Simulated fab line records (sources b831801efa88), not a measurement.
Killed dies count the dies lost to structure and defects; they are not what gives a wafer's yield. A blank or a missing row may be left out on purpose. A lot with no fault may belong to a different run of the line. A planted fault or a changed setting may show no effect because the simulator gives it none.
Matching of chambers + flow sky130 + SKY_VIA3_ETCH_14 on rie-diel-01 has 4 sister chambers
The step etches BARC in N2/H2, stops on SiO2, time 45.9 s, target depth 60 nm. 4 wafers are shown with their chamber, then 8 later ones without.

== WAFERS WITH THEIR CHAMBER ==
| wafer  | chamber | oes-product-au (a.u.) |
|--------|---------|-----------------------|
| L090.1 | 2       | 0.853                 |
| L090.2 | 0       | 0.850                 |
| L090.3 | 3       | 0.855                 |
| L090.4 | 1       | 0.855                 |

== WAFERS MISSING THEIR CHAMBER ==
| wafer  | oes-product-au (a.u.) |
|--------|-----------------------|
| L090.5 | 0.850                 |
| L090.6 | 0.861                 |
| L091.1 | 0.853                 |
| L091.5 | 0.851                 |
| L091.6 | 0.843                 |
| L096.2 | 0.850                 |
| L096.4 | 0.861                 |
| L096.5 | 0.859                 |

== EACH ONE'S CHAMBER ==
| wafer  | from the rows above               | in truth |
|--------|-----------------------------------|----------|
| L090.5 | can't be placed: 0 or 2 or 1 or 3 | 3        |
| L090.6 | can't be placed: 1 or 3 or 2 or 0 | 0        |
| L091.1 | can't be placed: 2 or 1 or 3 or 0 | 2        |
| L091.5 | can't be placed: 0 or 2 or 1 or 3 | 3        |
| L091.6 | can't be placed: 0 or 2 or 1 or 3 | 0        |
| L096.2 | can't be placed: 0 or 2 or 1 or 3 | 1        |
| L096.4 | can't be placed: 1 or 3 or 2 or 0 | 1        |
| L096.5 | can't be placed: 1 or 3 or 2 or 0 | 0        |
Placed correctly: 0 of 8. Unplaceable from these rows: 8, with the true chamber sitting among the candidates in 8. 0 placed wrongly.
How it was worked out, from the rows above alone: a wafer's distance from a chamber is the root of the sum, over the readings, of the square of ((its reading less the chamber's mean) divided by the reading's scatter). The wafer belongs to the nearest chamber; if the next one is less than 2 further off, it can't be placed. For every chamber, the mean is computed from those of its wafers that are shown. The scatter: with one shown wafer a chamber, the root of the mean of the squares of how far each hidden wafer lies from its nearest shown one.
